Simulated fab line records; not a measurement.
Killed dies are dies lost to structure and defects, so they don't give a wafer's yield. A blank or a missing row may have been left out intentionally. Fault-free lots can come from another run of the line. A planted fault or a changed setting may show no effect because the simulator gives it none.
Struck lot and sound lot, side by side	flow sky130	33 out of 708 route steps
Sound: the wafers L285.2, L285.4, L285.5. Struck: wafer L295.1 (L295.3, L295.5, from the same lot, were not struck and are left out); the cause is given at the end.
Per side, at each step with rows, come the tool, then ch with its chambers, and then its first start. Under that, the readings that differ: sound wafers	struck wafers	difference of the means	sigmas: that difference in standard deviations of wafers without a fault.
alike: readings with means less than 2 such deviations apart, plus words and numbers identical on both sides. not compared: withheld readings, readings lacking a value on some wafer, bounds such as >300 that could conceal the same value, and numbers that have no deviation in the record and whose values overlap.
A row with sigmas, a row that says differs or no value, or rows on one side alone: a step with any of these is where the two part. Numbers that don't overlap but have no deviation are shown without sigmas and don't part them. Lack of a reading on every wafer of one side parts them only where that side has two or more wafers.

first, 10 steps without rows for these wafers: SKY_LI_CONTACT_COAT_07 (resist thk 450 nm); SKY_LI_CONTACT_SOFTBAKE_08 (time 90 s); SKY_LI_CONTACT_EXPOSE_09 (exposes mask LICM1, target cd 170 nm); SKY_LI_CONTACT_PEB_10; SKY_LI_CONTACT_DEVELOP_11 (develop time 60 s); SKY_LI_CONTACT_ETCH_14 (etches BARC in N2/H2, stops on SiO2, time 45.9 s, target depth 60 nm); SKY_LI_CONTACT_ETCH_15 (etches PSG in C4F8/O2/Ar, stops on Si, target depth 600 nm); SKY_LI_CONTACT_STRIP_16 (strips in O2/N2); SKY_LI_CONTACT_CLEAN_17 (cleans in NMP, time 600 s); SKY_LI_CONTACT_PRE_CLEAN_18 (time 5.6 s).
SKY_LI_CONTACT_SPUTTER_19: material Ti, target thk 20 nm, time 106.37 s.
  sound on pvd-sputter-04 at day 31 09:16; struck on pvd-sputter-04 at day 34 12:37
  alike: throttle-valve-pct
then, 21 steps without rows for these wafers: SKY_LI_CONTACT_SPUTTER_20 (material TiN, target thk 20 nm, time 80 s); SKY_LI_CONTACT_CVD_21 (deposits W, target thk 400 nm, time 120.56 s); SKY_LI_CONTACT_CMP_24 (polishes, stops on PSG, t overpolish 20 s, target thk 0 nm); SKY_LOCAL_INTERCONNECT_SPUTTER_00 (material TiN, target thk 100 nm, time 83.3 s); SKY_LOCAL_INTERCONNECT_DEHYDRATE_03 (time 60 s); SKY_LOCAL_INTERCONNECT_HMDS_04 (prime time 60 s); SKY_LOCAL_INTERCONNECT_COAT_05 (resist thk 60 nm); SKY_LOCAL_INTERCONNECT_COAT_06 (resist thk 450 nm); SKY_LOCAL_INTERCONNECT_SOFTBAKE_07 (time 90 s); SKY_LOCAL_INTERCONNECT_EXPOSE_08 (exposes mask LI1M, target cd 170 nm); SKY_LOCAL_INTERCONNECT_PEB_09; SKY_LOCAL_INTERCONNECT_DEVELOP_10 (develop time 60 s); SKY_LOCAL_INTERCONNECT_ETCH_13 (etches BARC in N2/H2, stops on SiO2, time 45.9 s, target depth 60 nm); SKY_LOCAL_INTERCONNECT_METAL_ETCH_14 (etches TiN in Cl2/BCl3, stops on PSG, target depth 110 nm, time 31.4 s); SKY_LOCAL_INTERCONNECT_STRIP_15 (strips in O2/N2); SKY_LOCAL_INTERCONNECT_STRIP_16 (strips in post etch residue remover, time 1200 s); SKY_LOCAL_INTERCONNECT_CLEAN_17 (cleans in IPA, time 180 s); SKY_LOCAL_INTERCONNECT_CLEAN_18 (cleans in O3/DIW); SKY_CONTACT_CVD_00 (deposits Si3N4, target thk 75 nm); SKY_CONTACT_HDPCVD_02 (deposits SiO2, target thk 565 nm, time 94.2 s); SKY_CONTACT_CMP_04 (polishes SiO2).
-- the record jumps here: 15 days lie between the struck wafers' starts before and after (it left off in module CONTACT and takes up again in module PAD_OPEN, whose first step shown is number 708 of the route) --
SKY_PAD_OPEN_PROBE_99:
  sound on prober-01 at day 47 11:53; struck on prober-02 at day 49 17:08
reading	sound	struck	difference	sigmas
killed-at-contacts	15 25 19	79	+59	+11
killed-dies	87 97 77	133	+46	+5
  alike: killed_at_M0_to_M3, killed_at_M4_up, killed-at-front-end, killed-at-other, killed-open, killed-short

## WHERE THEY PART
Within this record, at SKY_PAD_OPEN_PROBE_99 only.

WHY: whatever the simulator had introduced
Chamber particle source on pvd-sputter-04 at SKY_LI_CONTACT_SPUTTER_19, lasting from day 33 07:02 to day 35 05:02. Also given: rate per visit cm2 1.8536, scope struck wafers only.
